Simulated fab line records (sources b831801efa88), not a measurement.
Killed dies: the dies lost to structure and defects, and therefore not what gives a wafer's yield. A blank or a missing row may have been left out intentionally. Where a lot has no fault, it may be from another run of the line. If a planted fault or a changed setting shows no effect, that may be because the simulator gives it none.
One fault through the eyes of 2 desks / flow sky130 / numbers are kept per desk, each desk with only its own; the story behind them comes last

== AT THE METROLOGY DESK ==
What the gauges read for every lot (on any tool): the sampled wafers with a number, averaged. The brackets show how far a lot's mean lies from the usual mean; more than 4 standard deviations puts the lot out of limits, marked OUT.
Columns: A = POLY_GATE_CVD_03_THK at SKY_POLY_GATE_THK_MEAS_04, usual 74.7 nm; B = LDD_HVP_OVL at SKY_LDD_HVP_OVL_MEAS_07, usual -1.0 nm; C = LDD_LDN_OVL at SKY_LDD_LDN_OVL_MEAS_07, usual -0.9 nm
lot=L360; first seen here=day 15 13:43; A=74.8; B=-2.5; C=-0.7
lot=L361; first seen here=day 15 20:00; A=74.7; B=-3.0; C=-0.5
lot=L362; first seen here=day 16 04:32; A=74.4; B=0.2; C=-0.4
lot=L367; first seen here=day 18 20:47; A=74.1; B=36.5 (+29) OUT; C=-2.0
lot=L369; first seen here=day 19 11:51; A=75.1; B=37.2 (+29) OUT; C=1.2
lot=L371; first seen here=day 19 19:53; A=75.1; B=38.5 (+30) OUT; C=1.3
lot=L373; first seen here=day 21 07:58; A=74.8; B=-2.0; C=-0.8
lot=L375; first seen here=day 21 11:31; A=74.9; B=0.3; C=-1.5
lot=L377; first seen here=day 21 21:07; A=74.4; B=-1.4; C=-2.2
lot=L378; first seen here=day 22 00:44; A=73.5; B=-0.2; C=-2.2
lot=L379; first seen here=day 22 05:06; A=74.7; B=-0.6; C=-3.3
lot=L382; first seen here=day 23 11:10; A=74.5; B=0.0; C=-1.4
This desk finds L367, L369, L371 out of limits, with the earliest case on L367 at day 25 04:47 (LDD_HVP_OVL at SKY_LDD_HVP_OVL_MEAS_07). In limits: L360, L361, L362, L373, L375, L377, L378, L379, L382.

== FOR THE TOOL OWNER'S DESK: iline_stepper-02 ==
The tool's own readings at SKY_LDD_HVP_EXPOSE_04 (exposes mask HVPTM, target cd 700 nm): means of the sampled wafers that have a number, for each lot that ran on this tool. The brackets show how far a lot's mean lies from the usual mean; more than 4 standard deviations puts the lot out of limits, marked OUT.
Columns: A = focus_offset_nm at SKY_LDD_HVP_EXPOSE_04, usual 0.1 nm
lot=L367; first seen here=day 24 14:14; A=0.3
lot=L369; first seen here=day 25 06:11; A=0.2
lot=L371; first seen here=day 25 15:16; A=-0.4
Result from this desk: across the 3 lots, nothing is out of limits.

== BROUGHT TOGETHER ==
L367, L369, L371 would have let the metrology desk raise an alarm at day 25 04:47.
The desk of the tool owner found nothing out of limits.
The tool owner's desk has L367, L369, L371 on record, within its limits.
All the named lots went through SKY_LDD_HVP_EXPOSE_04 on iline_stepper-02.

== WHAT THE SIMULATOR HAD PUT IN ==
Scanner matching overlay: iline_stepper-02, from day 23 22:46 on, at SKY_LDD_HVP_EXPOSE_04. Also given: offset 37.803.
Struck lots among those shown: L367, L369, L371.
Hours from the fault's start to each desk's first reading out of limits: the metrology desk, 30.
